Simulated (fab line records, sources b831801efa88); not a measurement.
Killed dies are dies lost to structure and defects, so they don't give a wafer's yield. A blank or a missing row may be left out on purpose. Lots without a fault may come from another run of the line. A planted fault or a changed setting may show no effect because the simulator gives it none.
A struck lot beside a sound one | flow sky130 | 17 steps out of a route of 708
Sound: wafers L501.2, L501.4, L501.6. Struck: wafers L509.1, L509.2, L509.6. The cause comes at the end.
At each step with rows: each side's tool, then ch and its chambers, then its first start. Under that, the readings that differ: sound wafers | struck wafers | difference of the means | sigmas: that difference in standard deviations of wafers without a fault.
alike: readings whose means differ by less than 2 such deviations, and words and numbers that are the same on both sides. not compared: withheld readings, readings that some wafer has no value for, bounds like >300 that may hide the same value, and numbers for which the record gives no deviation and whose values overlap.
The two part at a step that has a row with sigmas, a row that says differs or no value, or rows on one side only. Numbers that don't overlap but have no deviation are shown without sigmas and don't part them. A reading that every wafer of one side lacks parts them only if that side has two wafers or more.

SKY_VT_ADJUST_LVTN_OVL_MEAS_07:
  sound on overlay-02, day 8 19:13; struck on overlay-01, day 11 06:14
  alike: VT_ADJUST_LVTN_OVL
then, 1 step without rows for these wafers: SKY_VT_ADJUST_LVTN_IMPLANT_08.
SKY_VT_ADJUST_LVTN_STRIP_09: strips in O2/N2.
  sound on plasma_asher-04 ch 1, day 8 19:23; struck on plasma_asher-03 ch 0,1, day 11 06:26
  reading               | sound             | struck            | difference | sigmas
  oes_product_au (a.u.) | 0.722 0.716 0.720 | 0.734 0.725 0.726 | +0.009     | +2
  alike: chamber_pressure_mTorr, drypump_motor_current_A, n2_flow_sccm, strip_time_to_endpoint_s
  not compared: rf_hours_counter_h
SKY_VT_ADJUST_LVTN_TW_MEAS_10:
  sound on film_metro-04, day 8 19:30; struck on film_metro-04, day 11 06:32
  alike: VT_ADJUST_LVTN_TW
then, 7 steps without rows for these wafers: SKY_VT_ADJUST_LVTN_DEHYDRATE_11 (time 60 s); SKY_VT_ADJUST_LVTN_HMDS_12 (prime time 60 s); SKY_VT_ADJUST_LVTN_COAT_13 (resist thk 1140 nm); SKY_VT_ADJUST_LVTN_SOFTBAKE_14 (time 60 s); SKY_VT_ADJUST_LVTN_EXPOSE_15 (exposes mask HVN STD DERIVED, target cd 600 nm); SKY_VT_ADJUST_LVTN_PEB_16; SKY_VT_ADJUST_LVTN_DEVELOP_17 (develop time 60 s).
SKY_VT_ADJUST_LVTN_OVL_MEAS_18:
  sound on overlay-02, day 9 18:06; struck on overlay-02, day 12 06:17
  alike: VT_ADJUST_LVTN_01_OVL
SKY_VT_ADJUST_LVTN_IMPLANT_19:
  sound on implanter-04 ch 0, day 9 18:09; struck on implanter-04 ch 0, day 12 06:20
  reading            | sound                         | struck                        | difference | sigmas
  dose_ions_cm2      | 6.496e+11 6.498e+11 6.499e+11 | 4.682e+11 4.695e+11 4.684e+11 | -1.811e+11 | -99 or more
  faraday_current_uA | 3.73 3.58 3.69                | 2.70 2.68 2.55                | -1.02      | -14
  alike: beam_on_s
SKY_VT_ADJUST_LVTN_STRIP_20: strips in O2/N2.
  sound on plasma_asher-02 ch 0,1, day 9 18:17; struck on plasma_asher-03 ch 0,1, day 12 06:29
  alike: chamber_pressure_mTorr, drypump_motor_current_A, n2_flow_sccm, oes_product_au, strip_time_to_endpoint_s
  not compared: rf_hours_counter_h
SKY_VT_ADJUST_LVTN_TW_MEAS_21:
  sound on film_metro-04, day 9 18:23; struck on film_metro-04, day 12 06:35
  reading             | sound             | struck            | difference | sigmas
  VT_ADJUST_LVTN_2_TW | 190.5 189.6 190.7 | 173.4 175.2 174.4 | -15.9      | -7
then, 1 step without rows for these wafers: SKY_VT_ADJUST_NCORE_DEHYDRATE_00 (time 60 s).
-- the record jumps here: 37 days lie between the struck wafers' starts before and after (it left off in module VT_ADJUST_NCORE and takes up again in module PAD_OPEN, whose first step shown is number 708 of the route) --
SKY_PAD_OPEN_PROBE_99:
  sound on prober-01, day 48 00:49; struck on prober-01, day 49 17:11
  reading                                    | sound                | struck               | difference | sigmas
  model.etest.res_pwell_under_gate.rs_ohm_sq | 2261 2258 2274       | 2318 2318 2323       | +55        |
  model.etest.nfet_16v.vt_v (V)              | 0.7624 0.7631 0.7589 | 0.7706 0.7741 0.7761 | +0.0121    |
  model.etest.nfet_g5v0d10v5.vt_long_v (V)   | 0.8046 0.803 0.8012  | 0.8145 0.8197 0.8227 | +0.0160    |
  alike: killed_at_M0_to_M3, killed_at_M4_up, killed_at_contacts, killed_at_front_end, killed_at_other, killed_dies, killed_open, killed_short
  not compared: model.etest.nfet_g5v0d10v5.body_rise_v, model.etest.nfet_16v.body_rise_v, model.etest.nfet_g5v0d10v5.vt_sat_v, model.etest.nfet_g5v0d10v5.vt_v

WHERE THEY PART
First at SKY_VT_ADJUST_LVTN_STRIP_09; last, within this record, at SKY_VT_ADJUST_LVTN_TW_MEAS_21. Later steps at which nothing parts them and some readings are alike: SKY_PAD_OPEN_PROBE_99.

WHY: what the simulator had put in
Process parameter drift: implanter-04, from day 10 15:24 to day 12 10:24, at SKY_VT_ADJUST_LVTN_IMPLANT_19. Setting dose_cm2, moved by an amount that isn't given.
